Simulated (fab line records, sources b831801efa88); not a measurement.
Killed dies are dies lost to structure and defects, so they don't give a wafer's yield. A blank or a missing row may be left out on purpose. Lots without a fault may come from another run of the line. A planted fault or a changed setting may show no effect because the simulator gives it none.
Which tool did it? | flow sky130 | 7 lots, 21 wafers sampled, at 4 steps of a route of 708

WHAT THE GAUGES READ, wafer by wafer
SKY_NWELL_TW_MEAS_26.
lot  | measured     | on            | NWELL_2_TW
L512 | day 5 14:22  | film_metro-02 | 489 488 487
L514 | day 6 04:25  | film_metro-01 | 493 495 494
L516 | day 6 11:16  | film_metro-01 | 497 492 497
L518 | day 7 04:32  | film_metro-02 | 486 490 488
L524 | day 8 13:34  | film_metro-01 | 497 495 548
L529 | day 9 16:56  | film_metro-02 | 486 488 488
L532 | day 10 19:19 | film_metro-02 | 488 486 490

WHICH TOOL RAN EACH LOT (tool, then ch and the chambers of the sampled wafers, then the start)
lot  | SKY_FIELD_ISO_ETCH_14             | SKY_PWDE_COAT_02                 | SKY_PWDE_STRIP_09
L512 | rie_diel-02 ch 1,2,3, day 2 11:03 | litho_track-04 ch 0, day 3 18:47 | plasma_asher-02 ch 0,1, day 4 02:58
L514 | rie_diel-02 ch 1,3, day 2 22:09   | litho_track-02 ch 0, day 4 07:35 | plasma_asher-01 ch 0,1, day 4 15:58
L516 | rie_diel-01 ch 0,1,2, day 3 06:02 | litho_track-04 ch 0, day 4 14:28 | plasma_asher-04 ch 1, day 4 23:40
L518 | rie_diel-01 ch 0,1,2, day 3 19:04 | litho_track-04 ch 0, day 5 04:31 | plasma_asher-01 ch 0,1, day 5 13:49
L524 | rie_diel-04 ch 0,2,3, day 4 23:54 | litho_track-02 ch 0, day 6 08:58 | plasma_asher-04 ch 0,1, day 6 19:40
L529 | rie_diel-04 ch 1,3, day 6 01:20   | litho_track-04 ch 0, day 7 12:23 | plasma_asher-01 ch 0, day 7 22:46
L532 | rie_diel-02 ch 1,2,3, day 6 22:24 | litho_track-04 ch 0, day 8 11:07 | plasma_asher-04 ch 0,1, day 8 22:08
- SKY_FIELD_ISO_ETCH_14: etches BARC in N2/H2, stops on SiO2, time 45.9 s, target depth 60 nm.
- SKY_PWDE_COAT_02: resist thk 3000 nm.
- SKY_PWDE_STRIP_09: strips in O2/N2.

THE ANSWER, worked out from the rows above alone
Rule: what is usual is taken from the lots themselves. Put in order of their means at a reading, lots are off if they are a third of the lots or fewer, leave a main group of 4 or more, and stand apart from it by a gap of 3 or more times the standard deviation of the main group's means; of several such gaps the widest counts. A main group whose means are all the same, to the digits that the tables above print for the reading, isn't used. A lot without any number at a reading at which 4 lots or more have one is off too. The other lots that the step has rows for count as sound.
Off: L524, at SKY_NWELL_TW_MEAS_26 (NWELL_2_TW). The main group: mean 490, standard deviation 3.3.
A tool fits if, at a process step before that reading, it ran every lot that is off, and no sound lot after the first of them. The gauges at SKY_NWELL_TW_MEAS_26 are tried like those tools. Can't be told from this: 2 tools fit, litho_track-02 at SKY_PWDE_COAT_02, film_metro-01 at SKY_NWELL_TW_MEAS_26.

WHAT THE SIMULATOR HAD PUT IN
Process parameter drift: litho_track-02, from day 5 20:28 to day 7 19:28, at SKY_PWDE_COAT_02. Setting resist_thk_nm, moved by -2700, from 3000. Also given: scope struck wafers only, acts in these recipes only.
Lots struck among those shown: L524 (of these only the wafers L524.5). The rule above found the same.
